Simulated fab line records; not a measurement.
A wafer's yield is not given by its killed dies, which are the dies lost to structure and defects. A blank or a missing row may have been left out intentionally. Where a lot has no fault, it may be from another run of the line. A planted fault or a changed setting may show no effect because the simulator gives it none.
fab line records ; flow gf180mcu
[record] lots = 14; wafers = 42; last_day = 34
route steps=602 shown PSD@261 SAB@277 CONTACT@289
lots that met no fault: taken from a fault-free run of the same line
start_h: hours from the record's opening day to when the first of the lot's shown wafers began ; wait_h: hours from the lot's prior step to this one ; " the same as in the row above ; L1.1+2: several wafers, shown together as one row ; - no value, or no start given ; * or withheld: withheld ; < > ~ a bound
route shown NAME@n: a module of which the file shows steps, and the number in the route of the first ; usual: mean and standard deviation over wafers with no fault ; same: alike in all rows ; chamber/n: place in a boat ; sites: each site's reading ; _std_site: the values' standard deviation ; _edge_site: the outer-site mean with the inner-site mean subtracted ; radius_mm: for every site, how far away it sits from the centre of the wafer ; mask NAME#n: copy n ; behind: tool/chamber where the wafer was last shaped ; hold: reason for holding the lot/hours on hold/outcome of the hold ; device: the n, p or np transistor that did not switch ; end of line: the route-end tests of the same wafers ; step lacking rows: just its recipe ; killed: dies that structure and defects cost at the first sort, which is not the same as the wafer's yield ; map: per-die view of a wafer (x killed, . not killed, _ where there is no die)
set.NAME: the run value of the setting; set.NAME@STEP: its run value at that earlier step ; model.NAME: the simulator's own value behind a step, which no gauge read
one table for each step of the route and one row for each wafer, over a sample of lots
services: the hour from which a tool's chamber was out of use, counted from the record's first day as start_h (under 0 if before that day), plus the number of hours and why
[[steps]]
[step GF_PSD_RTA_13]
[recipe] temp_c = 1025; time_s = 20; ambient = N2
[usual] lamp_power_pct = 38.6/0.74; wafer_temp_C_max = 1029.3/0.91
lot.wafer;tool;chamber;start_h;wait_h;lamp_power_pct;wafer_temp_C_max
L315.3;rtp_anneal-01;0;336.26;0.0;39.1;1029.1
L315.4;rtp_anneal-01;0;336.26;0.0;39.1;1029.3
L315.5;rtp_anneal-01;0;336.26;0.0;39.1;1030.9
L318.3;rtp_anneal-02;0;362.06;0.0;37.6;1030.9
L318.4;rtp_anneal-02;0;362.06;0.0;37.5;1031.6
L318.5;rtp_anneal-02;0;362.06;0.0;37.6;1029.9
L320.2;rtp_anneal-02;0;380.65;0.0;37.6;1029.3
L320.3;rtp_anneal-02;0;380.65;0.0;37.5;1028.4
L320.6;rtp_anneal-02;0;380.65;0.0;37.5;1028.9
L322.2;rtp_anneal-02;0;393.26;0.0;37.5;1028.6
L322.5;rtp_anneal-02;0;393.26;0.0;37.6;1028.5
L322.6;rtp_anneal-02;0;393.26;0.0;37.6;1029.7
L326.2;rtp_anneal-02;0;424.61;0.0;37.6;1028.4
L326.5;rtp_anneal-02;0;424.61;0.0;37.5;1028.3
L326.6;rtp_anneal-02;0;424.61;0.0;37.6;1030.0
L328.2;rtp_anneal-01;0;442.35;0.0;39.1;1027.4
L328.4;rtp_anneal-01;0;442.35;0.0;39.1;1028.0
L328.5;rtp_anneal-01;0;442.35;0.0;39.1;1029.1
L329.1;rtp_anneal-01;0;450.85;0.0;39.0;1029.7
L329.3;rtp_anneal-01;0;450.85;0.0;39.1;1028.4
L329.6;rtp_anneal-01;0;450.85;0.0;39.1;1030.2
L330.2;rtp_anneal-01;0;459.56;0.0;39.1;1029.7
L330.3;rtp_anneal-01;0;459.56;0.0;39.1;1028.6
L330.5;rtp_anneal-01;0;459.56;0.0;39.1;1029.3
L331.1;rtp_anneal-01;0;468.07;0.0;39.1;1029.4
L331.5;rtp_anneal-01;0;468.07;0.0;39.1;1029.3
L331.6;rtp_anneal-01;0;468.07;0.0;39.2;1029.2
L332.2;rtp_anneal-01;0;474.35;0.0;39.1;1028.3
L332.4;rtp_anneal-01;0;474.35;0.0;39.1;1028.6
L332.6;rtp_anneal-01;0;474.35;0.0;39.2;1029.4
L333.1;rtp_anneal-02;0;484.23;0.0;37.5;1029.3
L333.2;rtp_anneal-02;0;484.23;0.0;37.6;1028.7
L333.6;rtp_anneal-02;0;484.23;0.0;37.5;1031.8
L334.1;rtp_anneal-02;0;491.85;0.0;37.5;1028.2
L334.4;rtp_anneal-02;0;491.85;0.0;37.5;1028.9
L334.5;rtp_anneal-02;0;491.85;0.0;37.6;1029.4
L335.2;rtp_anneal-01;0;503.90;0.0;39.1;1029.5
L335.3;rtp_anneal-01;0;503.90;0.0;39.1;1029.5
L335.4;rtp_anneal-01;0;503.90;0.0;39.1;1029.8
L336.2;rtp_anneal-01;0;507.85;0.0;39.1;1027.4
L336.4;rtp_anneal-01;0;507.85;0.0;39.1;1028.1
L336.5;rtp_anneal-01;0;507.85;0.0;39.1;1027.5
[step GF_SAB_STRIP_13]
[recipe] chemistry = O2/N2; power_w = 1400; pressure_mtorr = 1500; platen_temp_c = 250; o2_flow_sccm = 3000; n2_flow_sccm = 300; overash_fraction = 0.5
[usual] drypump_motor_current_A = 6.0/0.47; heater_power_w = 314/32; o2_flow_sccm = 3000/10; oes_product_au = 0.710/0.0041; strip_time_to_endpoint_s = 12.62/0.04
lot.wafer;tool;chamber;start_h;wait_h;drypump_motor_current_A;heater_power_w;o2_flow_sccm;oes_product_au;rf_hours_counter_h;strip_time_to_endpoint_s
L315.3;plasma_asher-02;1;358.87;0.0;6.6;291;3016;0.700;-;12.56
L315.4;plasma_asher-02;0;358.87;0.0;6.3;357;2993;0.709;-;12.56
L315.5;plasma_asher-02;1;358.87;0.0;6.6;281;3021;0.709;-;12.56
L318.3;plasma_asher-02;1;384.62;0.0;6.6;284;3003;0.718;-;12.61
L318.4;plasma_asher-02;0;384.62;0.0;6.3;362;2977;0.710;-;12.60
L318.5;plasma_asher-02;0;384.62;0.0;6.3;359;3001;0.705;-;12.61
L320.2;plasma_asher-04;0;404.49;0.0;5.5;311;3014;0.709;29;12.65
L320.3;plasma_asher-04;0;404.49;0.0;5.5;314;2993;0.708;-;12.63
L320.6;plasma_asher-04;0;404.49;0.0;5.5;315;3011;0.711;-;12.61
L322.2;plasma_asher-02;0;416.68;0.0;6.3;359;2993;0.710;65;12.65
L322.5;plasma_asher-02;0;416.68;0.0;6.3;357;2986;0.713;-;12.61
L322.6;plasma_asher-02;1;416.68;0.0;6.6;280;3011;0.710;-;12.66
L326.2;plasma_asher-02;0;449.68;0.0;6.3;365;2991;0.709;69;12.69
L326.5;plasma_asher-02;1;449.68;0.0;6.6;284;2992;0.712;-;12.70
L326.6;plasma_asher-02;0;449.68;0.0;6.3;358;3009;0.708;-;12.68
L328.2;plasma_asher-04;1;467.54;0.0;5.6;288;3006;0.709;37;12.65
L328.4;plasma_asher-04;0;467.54;0.0;5.5;309;2989;0.710;-;12.62
L328.5;plasma_asher-04;1;467.54;0.0;5.5;294;3013;0.710;-;12.63
L329.1;plasma_asher-04;0;475.39;0.0;5.5;315;2983;0.707;38;12.62
L329.3;plasma_asher-04;1;475.39;0.0;5.6;282;2994;0.713;-;12.64
L329.6;plasma_asher-04;1;475.39;0.0;5.5;292;2987;0.710;-;12.62
L330.2;plasma_asher-01;1;484.34;0.0;5.7;361;2998;0.710;2;12.63
L330.3;plasma_asher-01;0;484.34;0.0;5.5;290;3000;0.709;-;12.63
L330.5;plasma_asher-01;1;484.34;0.0;5.7;360;3005;0.713;-;12.67
L331.1;plasma_asher-01;0;492.89;0.0;5.5;288;2994;0.711;3;12.60
L331.5;plasma_asher-01;0;492.89;0.0;5.5;289;3004;0.704;-;12.60
L331.6;plasma_asher-01;1;492.89;0.0;5.7;356;3011;0.708;-;12.63
L332.2;plasma_asher-02;0;499.35;0.0;6.3;355;3011;0.711;76;12.66
L332.4;plasma_asher-02;0;499.35;0.0;6.3;356;2998;0.713;-;12.64
L332.6;plasma_asher-02;0;499.35;0.0;6.3;352;3008;0.707;-;12.70
L333.1;plasma_asher-04;1;508.14;0.0;5.6;287;2994;0.715;41;12.67
L333.2;plasma_asher-04;0;508.14;0.0;5.5;320;2994;0.715;41;12.69
L333.6;plasma_asher-04;0;508.14;0.0;5.5;315;3004;0.707;-;12.68
L334.1;plasma_asher-01;0;515.67;0.0;5.5;290;3000;0.712;6;12.57
L334.4;plasma_asher-01;1;515.67;0.0;5.7;360;2976;0.711;-;12.61
L334.5;plasma_asher-01;0;515.67;0.0;5.5;281;3006;0.711;-;12.55
L335.2;plasma_asher-02;0;527.80;0.0;6.3;355;2990;0.707;79;12.60
L335.3;plasma_asher-02;1;527.80;0.0;6.6;280;2980;0.706;-;12.59
L335.4;plasma_asher-02;0;527.80;0.0;6.3;358;2992;0.712;-;12.59
L336.2;plasma_asher-02;0;531.39;0.0;6.3;352;2993;0.709;79;12.61
L336.4;plasma_asher-02;0;531.39;0.0;6.3;351;2992;0.714;-;12.60
L336.5;plasma_asher-02;0;531.39;0.0;6.3;358;3013;0.713;-;12.61
[step GF_CONTACT_CVD_02]
[recipe] material = SiO2; target_thk_nm = 860; precursor = TEOS; temp_c = 400; time_s = 95.992; rf_w = 600
[usual] heater_power_w = 659/78
lot.wafer;tool;chamber;start_h;wait_h;heater_power_w
L315.3;pecvd-01;1;359.67;0.0;724
L315.4;pecvd-01;1;359.67;0.0;579
L315.5;pecvd-01;0;359.67;0.0;602
L318.3;pecvd-04;0;385.42;0.0;650
L318.4;pecvd-04;0;385.42;0.0;663
L318.5;pecvd-04;1;385.42;0.0;666
L320.2;pecvd-02;1;405.37;0.0;819
L320.3;pecvd-02;0;405.37;0.0;741
L320.6;pecvd-02;2;405.37;0.0;699
L322.2;pecvd-04;1;417.55;0.0;749
L322.5;pecvd-04;0;417.55;0.0;680
L322.6;pecvd-04;2;417.55;0.0;632
L326.2;pecvd-02;1;450.51;0.0;713
L326.5;pecvd-02;0;450.51;0.0;759
L326.6;pecvd-02;2;450.51;0.0;686
L328.2;pecvd-02;0;468.37;0.0;726
L328.4;pecvd-02;2;468.37;0.0;647
L328.5;pecvd-02;0;468.37;0.0;782
L329.1;pecvd-04;1;476.23;0.1;694
L329.3;pecvd-04;2;476.23;0.1;520
L329.6;pecvd-04;0;476.23;0.1;625
L330.2;pecvd-02;1;485.16;0.0;817
L330.3;pecvd-02;2;485.16;0.0;580
L330.5;pecvd-02;1;485.16;0.0;857
L331.1;pecvd-04;1;493.71;0.1;643
L331.5;pecvd-04;0;493.71;0.1;643
L331.6;pecvd-04;2;493.71;0.1;636
L332.2;pecvd-01;2;500.18;0.0;679
L332.4;pecvd-01;2;500.18;0.0;548
L332.6;pecvd-01;0;500.18;0.0;687
L333.1;pecvd-04;2;508.96;0.1;571
L333.2;pecvd-04;0;508.96;0.1;631
L333.6;pecvd-04;1;508.96;0.1;675
L334.1;pecvd-04;2;516.62;0.1;647
L334.4;pecvd-04;2;516.62;0.1;661
L334.5;pecvd-04;1;516.62;0.1;594
L335.2;pecvd-02;1;528.68;0.0;740
L335.3;pecvd-02;0;528.68;0.0;633
L335.4;pecvd-02;0;528.68;0.0;705
L336.2;pecvd-04;1;532.37;0.0;671
L336.4;pecvd-04;2;532.37;0.0;587
L336.5;pecvd-04;1;532.37;0.0;757
[step GF_CONTACT_THK_MEAS_03]
[recipe] reads = SiO2_of_CONTACT_CVD_02
[usual] CONTACT_CVD_02_THK = 864/15
lot.wafer;tool;chamber;start_h;wait_h;CONTACT_CVD_02_THK[nm]
L315.3;film_metro-01;-;359.76;0.1;872
L315.4;film_metro-01;-;359.76;0.1;878
L315.5;film_metro-01;-;359.76;0.1;882
L318.3;film_metro-03;-;385.51;0.1;270
L318.4;film_metro-03;-;385.51;0.1;288
L318.5;film_metro-03;-;385.51;0.1;288
L320.2;film_metro-04;-;405.45;0.0;854
L320.3;film_metro-04;-;405.45;0.0;855
L320.6;film_metro-04;-;405.45;0.0;865
L322.2;film_metro-01;-;417.63;0.0;303
L322.5;film_metro-01;-;417.63;0.0;298
L322.6;film_metro-01;-;417.63;0.0;285
L326.2;film_metro-01;-;450.59;0.0;852
L326.5;film_metro-01;-;450.59;0.0;867
L326.6;film_metro-01;-;450.59;0.0;878
L328.2;film_metro-03;-;468.45;0.0;838
L328.4;film_metro-03;-;468.45;0.0;856
L328.5;film_metro-03;-;468.45;0.0;858
L329.1;film_metro-04;-;476.30;0.0;890
L329.3;film_metro-04;-;476.30;0.0;863
L329.6;film_metro-04;-;476.30;0.0;882
L330.2;film_metro-04;-;485.24;0.0;840
L330.3;film_metro-04;-;485.24;0.0;837
L330.5;film_metro-04;-;485.24;0.0;862
L331.1;film_metro-03;-;493.78;0.0;883
L331.5;film_metro-03;-;493.78;0.0;878
L331.6;film_metro-03;-;493.78;0.0;870
L332.2;film_metro-04;-;500.26;0.0;835
L332.4;film_metro-04;-;500.26;0.0;861
L332.6;film_metro-04;-;500.26;0.0;865
L333.1;film_metro-01;-;509.03;0.0;848
L333.2;film_metro-01;-;509.03;0.0;861
L333.6;film_metro-01;-;509.03;0.0;890
L334.1;film_metro-01;-;516.72;0.1;844
L334.4;film_metro-01;-;516.72;0.1;865
L334.5;film_metro-01;-;516.72;0.1;879
L335.2;film_metro-01;-;528.76;0.0;841
L335.3;film_metro-01;-;528.76;0.0;831
L335.4;film_metro-01;-;528.76;0.0;842
L336.2;film_metro-04;-;532.48;0.1;870
L336.4;film_metro-04;-;532.48;0.1;865
L336.5;film_metro-04;-;532.48;0.1;890
[step GF_CONTACT_BOW_MEAS_05]
[recipe] mode = bow
[usual] CONTACT_BOW = 64/6.7
lot.wafer;tool;chamber;start_h;wait_h;CONTACT_BOW[um]
L315.3;film_metro-01;-;360.14;0.2;67
L315.4;film_metro-01;-;360.14;0.2;67
L315.5;film_metro-01;-;360.14;0.2;65
L318.3;film_metro-03;-;386.03;0.1;53
L318.4;film_metro-03;-;386.03;0.1;52
L318.5;film_metro-03;-;386.03;0.1;53
L320.2;film_metro-04;-;407.12;0.1;76
L320.3;film_metro-04;-;407.12;0.1;71
L320.6;film_metro-04;-;407.12;0.1;62
L322.2;film_metro-01;-;418.00;0.3;64
L322.5;film_metro-01;-;418.00;0.3;55
L322.6;film_metro-01;-;418.00;0.3;58
L326.2;film_metro-01;-;450.96;0.2;75
L326.5;film_metro-01;-;450.96;0.2;67
L326.6;film_metro-01;-;450.96;0.2;67
L328.2;film_metro-01;-;468.82;0.3;55
L328.4;film_metro-01;-;468.82;0.3;72
L328.5;film_metro-01;-;468.82;0.3;69
L329.1;film_metro-04;-;476.66;0.1;62
L329.3;film_metro-04;-;476.66;0.1;52
L329.6;film_metro-04;-;476.66;0.1;59
L330.2;film_metro-04;-;485.61;0.1;66
L330.3;film_metro-04;-;485.61;0.1;66
L330.5;film_metro-04;-;485.61;0.1;71
L331.1;film_metro-03;-;494.14;0.2;61
L331.5;film_metro-03;-;494.14;0.2;68
L331.6;film_metro-03;-;494.14;0.2;54
L332.2;film_metro-03;-;500.63;0.2;51
L332.4;film_metro-03;-;500.63;0.2;63
L332.6;film_metro-03;-;500.63;0.2;66
L333.1;film_metro-01;-;509.39;0.1;67
L333.2;film_metro-01;-;509.39;0.1;71
L333.6;film_metro-01;-;509.39;0.1;67
L334.1;film_metro-01;-;517.08;0.1;52
L334.4;film_metro-01;-;517.08;0.1;72
L334.5;film_metro-01;-;517.08;0.1;62
L335.2;film_metro-03;-;529.13;0.1;68
L335.3;film_metro-03;-;529.13;0.1;62
L335.4;film_metro-03;-;529.13;0.1;63
L336.2;film_metro-04;-;532.85;0.3;65
L336.4;film_metro-04;-;532.85;0.3;63
L336.5;film_metro-04;-;532.85;0.3;71
[step GF_CONTACT_ETCH_17]
[recipe] chemistry = C4F8/O2/Ar; mask_material = KrF; target = SiO2; stop_on = CoSi2; source_w = 1500; bias_w = 1200; pressure_mtorr = 40; c4f8_flow_sccm = withheld; O2_flow_sccm = 6; Ar_flow_sccm = 300; time_s = withheld; target_depth_a = 8600
[usual] oes_product_au = 0.816/0.0052
lot.wafer;tool;chamber;start_h;wait_h;oes_product_au
L315.3;rie_diel-01;0;-;-;0.811
L315.4;rie_diel-01;2;-;-;0.812
L315.5;rie_diel-01;1;-;-;0.813
L318.3;rie_diel-04;0;-;-;0.663
L318.4;rie_diel-04;1;-;-;0.666
L318.5;rie_diel-04;3;-;-;0.678
L320.2;rie_diel-04;3;-;-;0.817
L320.3;rie_diel-04;1;-;-;0.819
L320.6;rie_diel-04;2;-;-;0.816
L322.2;rie_diel-04;1;-;-;0.687
L322.5;rie_diel-04;2;-;-;0.683
L322.6;rie_diel-04;3;-;-;0.676
L326.2;rie_diel-01;1;-;-;0.812
L326.5;rie_diel-01;2;-;-;0.809
L326.6;rie_diel-01;1;-;-;0.810
L328.2;rie_diel-01;0;-;-;0.813
L328.4;rie_diel-01;3;-;-;0.820
L328.5;rie_diel-01;0;-;-;0.816
L329.1;rie_diel-02;2;-;-;0.819
L329.3;rie_diel-02;1;-;-;0.810
L329.6;rie_diel-02;3;-;-;0.807
L330.2;rie_diel-04;3;-;-;0.819
L330.3;rie_diel-04;1;-;-;0.812
L330.5;rie_diel-04;2;-;-;0.823
L331.1;rie_diel-04;1;-;-;0.818
L331.5;rie_diel-04;3;-;-;0.815
L331.6;rie_diel-04;0;-;-;0.811
L332.2;rie_diel-04;1;-;-;0.816
L332.4;rie_diel-04;2;-;-;0.813
L332.6;rie_diel-04;0;-;-;0.823
L333.1;rie_diel-02;3;-;-;0.819
L333.2;rie_diel-02;2;-;-;0.817
L333.6;rie_diel-02;0;-;-;0.823
L334.1;rie_diel-02;3;-;-;0.817
L334.4;rie_diel-02;1;-;-;0.818
L334.5;rie_diel-02;3;-;-;0.811
L335.2;rie_diel-02;2;-;-;0.812
L335.3;rie_diel-02;3;-;-;0.815
L335.4;rie_diel-02;1;-;-;0.822
L336.2;rie_diel-04;2;-;-;0.818
L336.4;rie_diel-04;3;-;-;0.816
L336.5;rie_diel-04;1;-;-;0.812
[[services]]
tool;chamber;start_h;hours;kind
rie_diel-02;3;326.39;7.9;repair
rie_diel-04;3;334.27;3.8;repair
pecvd-04;0;338.40;3.1;repair
plasma_asher-01;-;358.21;3.0;repair
pecvd-04;-;371.26;0.8;repair
rie_diel-02;1;385.23;7.4;repair
pecvd-04;-;387.31;14.6;pm
rie_diel-01;1;399.45;1.6;repair
rie_diel-02;2;402.10;5.1;repair
rie_diel-01;3;414.43;6.7;repair
plasma_asher-01;-;421.32;9.0;pm
plasma_asher-04;-;422.58;3.1;repair
rtp_anneal-02;-;425.78;55.6;pm
plasma_asher-01;-;440.09;28.1;repair
rie_diel-04;3;489.25;2.4;repair
rie_diel-02;-;491.61;4.3;pm
plasma_asher-01;-;501.37;2.8;pm
rtp_anneal-02;-;504.66;4.6;pm
pecvd-04;0;512.18;23.8;repair
pecvd-04;-;525.81;5.5;pm
plasma_asher-04;-;529.83;2.8;pm
rie_diel-02;1;537.46;2.6;repair
rie_diel-04;0;543.39;9.4;repair
rie_diel-02;1;553.04;2.0;repair
[[key]]
[first_sign] step = GF_CONTACT_THK_MEAS_03; reading = CONTACT_CVD_02_THK; direction = down; sigmas = 39; usual = 864; struck = 289
[effect] step = GF_CONTACT_ETCH_17; reading = oes_product_au; direction = down; sigmas = 27; usual = 0.816; struck = 0.675
met_at GF_CONTACT_CVD_02
struck_lots L318,L322
sort_left_out L318.3,L318.4,L318.5,L322.2,L322.5,L322.6
tester_left_out L318,L322
not_acting_at GF_PSD_RTA_13,GF_SAB_STRIP_13,GF_CONTACT_BOW_MEAS_05
[fault] kind = process_parameter_drift; tool = pecvd-04; chamber = -; onset_h = 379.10; steps = GF_CONTACT_CVD_02; channel = target_thk_nm; offset = -575.94; shape = step; end_h = 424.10; acts_in = these_recipes_only; stated = 860
// tester_left_out: of these lots the tester's yield and bins aren't shown, on N5 and GAA mostly nor the transistor test; their killed dies are dies lost to structure and defects alone, not to doping, threshold or leakage, so they don't give the yield
// sort_left_out: the simulated sort isn't trusted on such a fault, so these wafers' sort isn't shown, and their yield isn't known
